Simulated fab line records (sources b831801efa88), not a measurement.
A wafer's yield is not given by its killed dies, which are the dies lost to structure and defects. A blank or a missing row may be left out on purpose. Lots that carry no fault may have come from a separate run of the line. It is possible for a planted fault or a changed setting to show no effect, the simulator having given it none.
One fault seen from 2 desks	flow gf180mcu	what lay behind the numbers comes last; until then each desk has only its own

THE TOOL OWNER'S DESK: lithoTrack-04
The tool's own readings at GF_HV_LDD_COAT_02 (resist thk 1000 nm): means of the sampled wafers that have a number, for each lot that ran on this tool. Any lot whose mean is over 4 standard deviations away from the usual mean is out of limits and marked OUT; that distance is given in the brackets.
Columns: A = exhaustPa at GF_HV_LDD_COAT_02, usual 45.1 Pa; B = spinSpeedRpm at GF_HV_LDD_COAT_02, usual 2999.8 rpm
lot	first seen here	A	B
L531	day 10 10:42	45.9	2998.9
L532	day 11 00:00	44.4	3000.3
L533	day 11 05:10	45.3	3190.4 (+91) OUT
L539	day 12 22:16	45.8	3188.6 (+90) OUT
L547	day 15 06:25	45.7	3000.5
L549	day 16 01:43	45.4	3000.5
L550	day 16 07:10	44.6	2997.9
This desk finds L533, L539 out of limits, L533 being first, at day 11 05:10 (spinSpeedRpm at GF_HV_LDD_COAT_02). L531, L532, L547, L549, L550 stayed within limits.

METROLOGY DESK
What the gauges read for every lot (on any tool): the sampled wafers with a number, averaged. Any lot whose mean is over 4 standard deviations away from the usual mean is out of limits and marked OUT; that distance is given in the brackets.
Columns: A = VT_IMPLANT_02_OVL at GF_VT_IMPLANT_OVL_MEAS_29, usual 1.1 nm; B = POLY_GATE_OXIDATION_THK at GF_POLY_GATE_THK_MEAS_17, usual 3.98 nm
lot	first seen here	A	B
L530	day 7 09:43	-0.3	4.05
L531	day 7 15:23	0.1	3.96
L532	day 8 00:44	1.2	4.02
L533	day 8 06:22	1.3	4.02
L538	day 9 15:49	2.0	4.00
L539	day 9 21:07	3.6	3.92
L544	day 11 05:37	0.2	3.97
L545	day 11 13:13	2.8	3.85
L547	day 11 23:53	-0.6	3.84
L548	day 12 07:37	0.8	3.95
L549	day 12 15:37	1.7	3.96
L550	day 12 21:40	0.8	4.03
L551	day 13 05:07	0.7	4.04
This desk found nothing out of limits on any of the 13 lots.

TAKEN TOGETHER
The tool owner's desk could have raised an alarm at day 11 05:10, on L533, L539.
The metrology desk saw nothing out of limits.
The metrology desk holds a record of L533, L539, inside its limits.
Every lot named ran GF_HV_LDD_COAT_02 on lithoTrack-04.

WHAT THE SIMULATOR PUT IN
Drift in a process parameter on lithoTrack-04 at GF_HV_LDD_COAT_02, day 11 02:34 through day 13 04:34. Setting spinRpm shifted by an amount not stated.
Shown lots that were struck: L533, L539.
Delay in hours, fault start to first out-of-limits reading, by desk: the tool owner's desk at 3.
